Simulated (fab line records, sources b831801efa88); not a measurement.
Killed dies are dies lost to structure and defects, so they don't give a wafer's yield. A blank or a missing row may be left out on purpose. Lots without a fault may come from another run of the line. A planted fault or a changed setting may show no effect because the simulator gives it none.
Which tool did it? | flow sky130 | 14 lots, 42 wafers sampled, at 4 steps of a route of 708

WHAT THE GAUGES READ, wafer by wafer
SKY_SONOS_ONO_CD_MEAS_13: target cd 410 nm. Usual: cd_nm 409.6 nm, standard deviation 2.1.
lot  | measured     | on        | cd_nm (nm)        | flag
L362 | day 12 12:07 | cd_sem-01 | 410.2 408.2 407.6 |
L363 | day 12 21:10 | cd_sem-01 | 408.2 409.5 408.9 |
L364 | day 13 07:01 | cd_sem-01 | 412.8 412.3 411.5 |
L365 | day 13 20:43 | cd_sem-02 | 407.9 408.9 409.9 |
L366 | day 14 00:43 | cd_sem-01 | 409.4 408.6 408.7 |
L367 | day 14 08:50 | cd_sem-02 | 407.4 409.8 407.8 |
L368 | day 14 10:07 | cd_sem-01 | 409.0 407.8 409.4 |
L375 | day 17 00:49 | cd_sem-02 | 410.6 409.7 407.5 |
L376 | day 17 12:13 | cd_sem-02 | 409.4 406.2 408.3 |
L377 | day 17 13:09 | cd_sem-01 | 410.3 409.7 410.0 |
L378 | day 18 02:05 | cd_sem-01 | 408.8 409.7 406.9 |
L383 | day 19 15:37 | cd_sem-01 | 407.3 408.7 407.9 |

SKY_CONTACT_OVL_MEAS_15. Usual: CONTACT_OVL -5 nm, standard deviation 6.
lot  | measured     | on         | CONTACT_OVL (nm) | flag
L362 | day 31 11:16 | overlay-02 | -4 -16 -10       |
L363 | day 31 18:47 | overlay-02 | -7 -10 -4        |
L364 | day 32 07:57 | overlay-02 | -14 -6 -13       |
L365 | day 33 01:14 | overlay-01 | -9 -14 -7        |
L366 | day 33 02:16 | overlay-01 | -2 -8 3          |
L367 | day 33 10:50 | overlay-01 | -8 -3 -6         |
L368 | day 33 09:25 | overlay-01 | -2 -2 -3         |
L375 | day 35 22:07 | overlay-02 | -7 -7 -1         |
L376 | day 36 06:03 | overlay-02 | -8 -7 -5         |
L377 | day 36 09:58 | overlay-01 | 2 2 4            |
L378 | day 36 15:08 | overlay-01 | -10 -6 -10       |
L383 | day 38 03:44 | overlay-02 | 7 -10 -10        |

WHICH TOOL RAN EACH LOT (tool, then ch and the chambers of the sampled wafers, then the start)
lot  | SKY_SONOS_TUNNEL_WET_ETCH_10    | SKY_LI_CONTACT_STRIP_16
L362 | wet_bench-03 ch 2, day 11 05:57 | plasma_asher-02 ch 0,1, day 29 01:39
L363 | wet_bench-03 ch 0, day 11 16:26 | plasma_asher-03 ch 0,1, day 29 08:59
L364 | wet_bench-03 ch 1, day 11 23:13 | plasma_asher-03 ch 0,1, day 29 21:38
L365 | wet_bench-03 ch 3, day 12 09:21 | plasma_asher-03 ch 0,1, day 30 16:14
L366 | wet_bench-01 ch 0, day 12 18:51 | plasma_asher-03 ch 0,1, day 30 17:07
L367 | wet_bench-02 ch 3, day 13 02:18 | plasma_asher-02 ch 0, day 31 01:29
L368 | wet_bench-03 ch 2, day 13 03:50 | plasma_asher-03 ch 0,1, day 31 00:37
L375 | wet_bench-03 ch 0, day 15 16:46 | plasma_asher-01 ch 0,1, day 33 13:52
L376 | wet_bench-03 ch 0, day 16 00:25 | plasma_asher-02 ch 0,1, day 33 21:50
L377 | wet_bench-01 ch 2, day 16 03:04 | plasma_asher-02 ch 0,1, day 34 01:50
L378 | wet_bench-01 ch 2, day 16 16:07 | plasma_asher-01 ch 0,1, day 34 08:24
L380 | wet_bench-03 ch 0, day 17 08:25 | -
L382 | wet_bench-03 ch 1, day 17 22:53 | -
L383 | wet_bench-02 ch 1, day 18 03:37 | plasma_asher-02 ch 0,1, day 35 20:36
- SKY_SONOS_TUNNEL_WET_ETCH_10: etches SiO2 in dHF, target depth 14 nm, time 280 s.
- SKY_LI_CONTACT_STRIP_16: strips in O2/N2.

WHAT THE TOOLS THEMSELVES READ (means of the sampled wafers that have a number; where no wafer has one, the mark that the record gives instead)
SKY_SONOS_TUNNEL_WET_ETCH_10. Usual: bath_heat_duty_pct 6.5 %, standard deviation 0.7; run_length_s 308 s, standard deviation 4.
lot  | tool         | bath_heat_duty_pct (%) | run_length_s (s) | flag
L362 | wet_bench-03 | 6.4                    | 312              |
L363 | wet_bench-03 | 6.1                    | 307              |
L364 | wet_bench-03 | 7.2                    | 313              |
L365 | wet_bench-03 | 5.8                    | 306              |
L366 | wet_bench-01 | 7.0                    | 305              |
L367 | wet_bench-02 | 6.2                    | 315              |
L368 | wet_bench-03 | 6.6                    | 306              |
L375 | wet_bench-03 | 5.7                    | 314              |
L376 | wet_bench-03 | 6.1                    | 307              |
L377 | wet_bench-01 | 7.1                    | 306              |
L378 | wet_bench-01 | 6.6                    | 313              |
L380 | wet_bench-03 | -                      | -                | OFF
L382 | wet_bench-03 | -                      | -                | OFF
L383 | wet_bench-02 | 6.9                    | 303              |

SKY_LI_CONTACT_STRIP_16. Usual: chamber_pressure_mTorr 1499.9 mTorr, standard deviation 1.3; drypump_motor_current_A 5.7 A, standard deviation 0.46; oes_product_au 0.376 a.u., standard deviation 0.0047; strip_time_to_endpoint_s 3.504 s, standard deviation 0.028.
lot  | tool            | chamber_pressure_mTorr (mTorr) | drypump_motor_current_A (A) | oes_product_au (a.u.) | strip_time_to_endpoint_s (s) | flag
L362 | plasma_asher-02 | 1499.6                         | 5.5                         | 0.372                 | 3.507                        |
L363 | plasma_asher-03 | 1499.4                         | 5.9                         | 0.375                 | 3.545                        |
L364 | plasma_asher-03 | 1499.5                         | 5.8                         | 0.372                 | 3.512                        |
L365 | plasma_asher-03 | 1498.5                         | 5.8                         | 0.377                 | 3.488                        |
L366 | plasma_asher-03 | 1500.1                         | 5.9                         | 0.376                 | 3.498                        |
L367 | plasma_asher-02 | 1499.1                         | 4.8                         | 0.379                 | 3.510                        |
L368 | plasma_asher-03 | 1499.4                         | 5.8                         | 0.382                 | 3.487                        |
L375 | plasma_asher-01 | 1500.1                         | 5.9                         | 0.374                 | 3.504                        |
L376 | plasma_asher-02 | 1501.3                         | 5.1                         | 0.381                 | 3.506                        |
L377 | plasma_asher-02 | 1499.5                         | 5.1                         | 0.378                 | 3.521                        |
L378 | plasma_asher-01 | 1498.9                         | 5.9                         | 0.377                 | 3.492                        |
L383 | plasma_asher-02 | 1498.7                         | 5.1                         | 0.377                 | 3.520                        |

THE ANSWER, worked out from the rows above alone
Rule: a lot is off if the mean of its wafers that have a number lies more than 3 standard deviations from the usual mean. A lot without any number at a reading at which 4 lots or more have one is off too. The other lots that the step has rows for count as sound. The gauges are gone through in route order, then the tools' own readings, and for those a lot's mean is taken as printed above. The first step at which some lot is off is used, and at that step the reading that is off furthest; a lot without a number counts as furthest.
Off: L380, L382, at SKY_SONOS_TUNNEL_WET_ETCH_10 (bath_heat_duty_pct). Without a number there: L380, L382.
A tool fits if, at that step or a process step before it, it ran every lot that is off, and no sound lot after the first of them. One fits: wet_bench-03 at SKY_SONOS_TUNNEL_WET_ETCH_10. Its last sound lot is L376 (day 16 00:25), its first lot that is off L380 (day 17 08:25): a fault that began between those two fits.
Blank at SKY_SONOS_TUNNEL_WET_ETCH_10 on the lots that are off, where sound lots have numbers: bath_heat_duty_pct, run_length_s.

WHAT THE SIMULATOR HAD PUT IN
Skipped step whole: wet_bench-03, from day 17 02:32 on, at SKY_SONOS_TUNNEL_WET_ETCH_10. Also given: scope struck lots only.
Lots struck among those shown: L380, L382. The rule above found the same.
